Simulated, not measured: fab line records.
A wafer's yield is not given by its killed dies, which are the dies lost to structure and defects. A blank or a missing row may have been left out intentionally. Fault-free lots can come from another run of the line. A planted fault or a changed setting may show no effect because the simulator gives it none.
2 desks, one fault :: flow sky130 :: numbers are kept per desk, each desk with only its own; the story behind them comes last

## FOR THE TOOL OWNER'S DESK: cvd_w-01
The tool's own readings at SKY_LI_CONTACT_CVD_21 (deposits W, target thk 400 nm, time 120.56 s): means of the sampled wafers that have a number, for each lot that ran on this tool. Marked OUT: a lot whose mean sits more than 4 standard deviations from the usual mean, which makes it out of limits; the brackets give that distance.
Columns: A = chamber_pressure_Torr at SKY_LI_CONTACT_CVD_21, usual 40.00 Torr; B = heater_power_w at SKY_LI_CONTACT_CVD_21, usual 836 W; C = susceptor_temp_C at SKY_LI_CONTACT_CVD_21, usual 400.00 C
lot: L243
first seen here: day 30 02:22
A: 39.95
B: 778
C: 399.91

lot: L247
first seen here: day 31 19:04
A: 39.91
B: 749
C: 395.71 (-19) OUT

lot: L251
first seen here: day 33 06:42
A: 39.98
B: 760
C: 395.49 (-20) OUT

lot: L255
first seen here: day 35 10:42
A: 40.04
B: 768
C: 400.11
This desk's verdict: out of limits on L247, L251, starting with L247 at day 31 19:04 (susceptor_temp_C at SKY_LI_CONTACT_CVD_21). Within limits: L243, L255.

## FROM THE METROLOGY DESK
What the gauges read, lot by lot, whatever tool the lot ran on: means of the sampled wafers that have a number. Marked OUT: a lot whose mean sits more than 4 standard deviations from the usual mean, which makes it out of limits; the brackets give that distance.
Columns: A = LI_CONTACT_BOW at SKY_LI_CONTACT_BOW_MEAS_03, usual 55 um; B = LI_CONTACT_W_RS at SKY_LI_CONTACT_RS_MEAS_22, usual 0.2860 ohm/sq; C = LI_CONTACT_W_THK at SKY_LI_CONTACT_THK_MEAS_23, usual 404 nm
lot: L243
first seen here: day 28 21:06
A: 60
B: 0.2866
C: 407

lot: L247
first seen here: day 30 14:11
A: 54
B: 0.3085 (+8.3) OUT
C: 374 (-6.1) OUT

lot: L251
first seen here: day 32 04:19
A: 51
B: 0.3074 (+7.9) OUT
C: 374 (-6.1) OUT

lot: L253
first seen here: day 34 07:32
A: 59
B: 0.2895
C: 396

lot: L255
first seen here: day 34 08:27
A: 51
B: 0.2811
C: 407

lot: L258
first seen here: day 34 08:38
A: 47
B: 0.2870
C: 407

lot: L259
first seen here: day 34 09:46
A: 54
B: 0.2848
C: 403

lot: L261
first seen here: day 35 04:38
A: 60
B: 0.2863
C: 397

lot: L263
first seen here: day 36 00:52
A: 55
B: 0.2894
C: 399

lot: L264
first seen here: day 36 06:06
A: 60
B: 0.2869
C: 410
Finding of this desk: L247, L251 out of limits, first seen on L247 at day 31 19:11 (LI_CONTACT_W_RS at SKY_LI_CONTACT_RS_MEAS_22). Within limits: L243, L253, L255, L258, L259, L261, L263, L264.

## BROUGHT TOGETHER
At day 31 19:04, on L247, L251, the tool owner's desk was in a position to raise an alarm.
An alarm was possible from the metrology desk at day 31 19:11, on L247, L251.
The lots listed all ran SKY_LI_CONTACT_CVD_21 on cvd_w-01.

## WHAT WAS PUT IN BY THE SIMULATOR
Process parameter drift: cvd_w-01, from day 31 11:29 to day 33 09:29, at SKY_LI_CONTACT_CVD_21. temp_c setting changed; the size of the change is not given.
Struck lots among those shown: L247, L251.
Time in hours from fault onset to the first out-of-limits reading at each desk: tool owner's desk 8, metrology desk 8.
